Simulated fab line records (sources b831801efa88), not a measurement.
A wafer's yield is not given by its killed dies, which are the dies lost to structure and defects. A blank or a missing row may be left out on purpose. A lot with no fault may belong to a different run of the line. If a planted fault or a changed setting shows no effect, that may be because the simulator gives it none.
A struck lot beside a sound one || flow sky130 || 18 out of 708 route steps
Sound: these wafers, L624.1, L624.2, L624.5. Struck: wafers L628.3, L628.4, L628.5. The cause is given at the end.
Per side, at each step with rows, come the tool, then ch with its chambers, and then its first start. Under that, the readings that differ: sound wafers || struck wafers || difference of the means || sigmas: that difference in standard deviations of wafers without a fault.
alike: readings whose means differ by less than 2 such deviations, and words and numbers that are the same on both sides. not compared: withheld readings, readings that some wafer has no value for, bounds like >300 that may hide the same value, and numbers for which the record gives no deviation and whose values overlap.
The two part at a step that has a row with sigmas, a row that says differs or no value, or rows on one side only. Numbers that have no deviation but don't overlap get no sigmas and don't part them. Lack of a reading on every wafer of one side parts them only where that side has two or more wafers.

first, 1 step without rows for these wafers: SKY_VT_ADJUST_HVTP_DEVELOP_06 (develop time 60 s).
SKY_VT_ADJUST_HVTP_CD_MEAS_07: the cd target is 380 nm.
  struck on cd sem-01, day 7 13:07; sound on cd sem-02, day 6 13:46
  alike: cd nm
SKY_VT_ADJUST_HVTP_OVL_MEAS_08:
  struck on overlay-01, day 7 13:12; sound on overlay-01, day 6 13:53
  alike: VT_ADJUST_HVTP_OVL
after that, 1 step had no rows for these wafers: SKY_VT_ADJUST_HVTP_IMPLANT_09.
SKY_VT_ADJUST_HVTP_STRIP_10: strips in O2/N2.
  sound on plasma asher-01 ch 0,1, day 6 14:04; struck on plasma asher-04 ch 0,1, day 7 13:25
{"reading": "drypump motor current A (A)", "sound": "5.6 6.7 6.7", "struck": "5.3 5.3 5.3", "difference": -1.0, "sigmas": -2}
  alike: oes product au, strip time to endpoint s
  not compared: rf hours counter h
SKY_VT_ADJUST_HVTP_TW_MEAS_11:
  struck on film metro-03, day 7 13:29; sound on film metro-04, day 6 14:10
{"reading": "VT_ADJUST_HVTP_TW", "sound": "1370 1371 1375", "struck": "1334 1333 1329", "difference": -40, "sigmas": -2}
then, 6 steps without rows for these wafers: SKY_VT_ADJUST_LVTN_DEHYDRATE_00 (time 60 s); SKY_VT_ADJUST_LVTN_HMDS_01 (prime time 60 s); SKY_VT_ADJUST_LVTN_COAT_02 (resist thk 3000 nm); SKY_VT_ADJUST_LVTN_SOFTBAKE_03; SKY_VT_ADJUST_LVTN_EXPOSE_04 (exposes mask NWM COMPLEMENT LESS NATIVE, target cd 840 nm); SKY_VT_ADJUST_LVTN_PEB_05.
SKY_VT_ADJUST_LVTN_DEVELOP_06: develop time 60 s.
  sound on litho track-03 ch 0, day 7 06:00; struck on litho track-04 ch 0, day 8 09:00
SKY_VT_ADJUST_LVTN_OVL_MEAS_07:
  struck on overlay-02, day 8 09:58; sound on overlay-02, day 7 06:14
{"reading": "VT_ADJUST_LVTN_OVL (nm)", "sound": "0.4 -0.2 -2.5", "struck": "- - -", "difference": "no value on the struck wafers", "sigmas": ""}
after that, 1 step had no rows for these wafers: SKY_VT_ADJUST_LVTN_IMPLANT_08.
SKY_VT_ADJUST_LVTN_STRIP_09: strips in O2/N2.
  sound on plasma asher-03 ch 0,1, day 7 06:26; struck on plasma asher-02 ch 0,1, day 8 10:10
  alike: drypump motor current A, oes product au, strip time to endpoint s
  not compared: rf hours counter h
SKY_VT_ADJUST_LVTN_TW_MEAS_10:
  struck on film metro-01, day 8 10:16; sound on film metro-02, day 7 06:32
{"reading": "VT_ADJUST_LVTN_TW", "sound": "242.9 242.4 240.3", "struck": "29.9 29.8 30.0", "difference": -212.0, "sigmas": "-99 or more"}
then, 1 step without rows for these wafers: SKY_VT_ADJUST_LVTN_DEHYDRATE_11 (time 60 s).

## WHERE THEY PART
Last at SKY_VT_ADJUST_LVTN_TW_MEAS_10 as far as this record goes, first at SKY_VT_ADJUST_HVTP_STRIP_10.

WHY: whatever the simulator had introduced
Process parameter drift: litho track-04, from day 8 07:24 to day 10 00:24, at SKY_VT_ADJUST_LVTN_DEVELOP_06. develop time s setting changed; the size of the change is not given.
